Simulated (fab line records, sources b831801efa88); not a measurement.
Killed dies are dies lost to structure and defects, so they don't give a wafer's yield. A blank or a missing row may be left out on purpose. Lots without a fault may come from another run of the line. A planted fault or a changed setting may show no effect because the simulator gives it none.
A struck lot beside a sound one | flow sky130 | 15 steps out of a route of 708
Sound: wafers L196.1, L196.3, L196.5. Struck: wafer L197.3. (L197.1, L197.6 of the same lot were not struck and are left out.) The cause comes at the end.
At each step with rows: each side's tool, then ch and its chambers, then its first start. Under that, the readings that differ: sound wafers | struck wafers | difference of the means | sigmas: that difference in standard deviations of wafers without a fault.
alike: readings whose means differ by less than 2 such deviations, and words and numbers that are the same on both sides. not compared: withheld readings, readings that some wafer has no value for, bounds like >300 that may hide the same value, and numbers for which the record gives no deviation and whose values overlap.
The two part at a step that has a row with sigmas, a row that says differs or no value, or rows on one side only. Numbers that don't overlap but have no deviation are shown without sigmas and don't part them. A reading that every wafer of one side lacks parts them only if that side has two wafers or more.

first, 2 steps without rows for these wafers: SKY_VIA2_ETCH_14 (etches BARC in N2/H2, stops on SiO2, time 45.9 s, target depth 60 nm); SKY_VIA2_ETCH_15 (etches SiO2 in C4F8/O2/Ar, stops on TiN, target depth 546 nm, time 84 s).
SKY_VIA2_STRIP_16: strips in O2/N2.
  sound on plasma_asher-04 ch 0,1, day 39 11:50; struck on plasma_asher-04 ch 0, day 39 14:54
  alike: drypump_motor_current_A, oes_product_au, strip_time_to_endpoint_s
  not compared: rf_hours_counter_h
then, 3 steps without rows for these wafers: SKY_VIA2_STRIP_17 (strips in post etch residue remover, time 1200 s); SKY_VIA2_CLEAN_18 (cleans in IPA, time 180 s); SKY_VIA2_CLEAN_19 (cleans in O3/DIW).
SKY_VIA2_SPUTTER_20: material TiN, target thk 20 nm, time 80 s.
  sound on pvd_sputter-01, day 39 12:26; struck on pvd_sputter-04, day 39 15:29
  alike: throttle_valve_pct
SKY_VIA2_CVD_21: deposits W, target thk 420 nm, time 126.4 s.
  sound on cvd_w-01 ch 0,1, day 39 12:30; struck on cvd_w-02 ch 0, day 39 15:33
  alike: chamber_pressure_Torr, heater_power_w
SKY_VIA2_RS_MEAS_22: measures by four-point-probe.
  sound on film_metro-01, day 39 12:38; struck on film_metro-01, day 39 15:41
  alike: VIA2_W_RS
SKY_VIA2_THK_MEAS_23: measures by xrf.
  sound on film_metro-01, day 39 12:45; struck on film_metro-01, day 39 15:48
  alike: VIA2_W_THK
then, 1 step without rows for these wafers: SKY_VIA2_CMP_24 (polishes, stops on SiO2, t overpolish 20 s, target thk 0 nm).
SKY_METAL3_SPUTTER_00: material Ti, target thk 15 nm, time 10 s.
  sound on pvd_sputter-03, day 39 13:07; struck on pvd_sputter-03, day 39 16:10
  alike: throttle_valve_pct
SKY_METAL3_SPUTTER_01: material TiN, target thk 20 nm, time 16.7 s.
  sound on pvd_sputter-03, day 39 13:08; struck on pvd_sputter-03, day 39 16:11
  reading                                    | sound             | struck | difference | sigmas
  model.TiN_of_METAL3_SPUTTER_01.thk_nm (nm) | 20.37 20.46 20.33 | 26.58  | +6.19      |
  alike: throttle_valve_pct
SKY_METAL3_SPUTTER_02: material AlCu, target thk 735 nm, time 39.1 s.
  sound on pvd_sputter-03, day 39 13:10; struck on pvd_sputter-03, day 39 16:13
  alike: throttle_valve_pct
-- the record jumps here: 9 days lie between the struck wafers' starts before and after (it left off in module METAL3 and takes up again in module PAD_OPEN, whose first step shown is number 708 of the route) --
SKY_PAD_OPEN_PROBE_99:
  the record has rows for the struck wafers here (prober-01, day 48 11:19) and none for the sound ones

WHERE THEY PART
Only at SKY_PAD_OPEN_PROBE_99, within this record.

WHY: what the simulator had put in
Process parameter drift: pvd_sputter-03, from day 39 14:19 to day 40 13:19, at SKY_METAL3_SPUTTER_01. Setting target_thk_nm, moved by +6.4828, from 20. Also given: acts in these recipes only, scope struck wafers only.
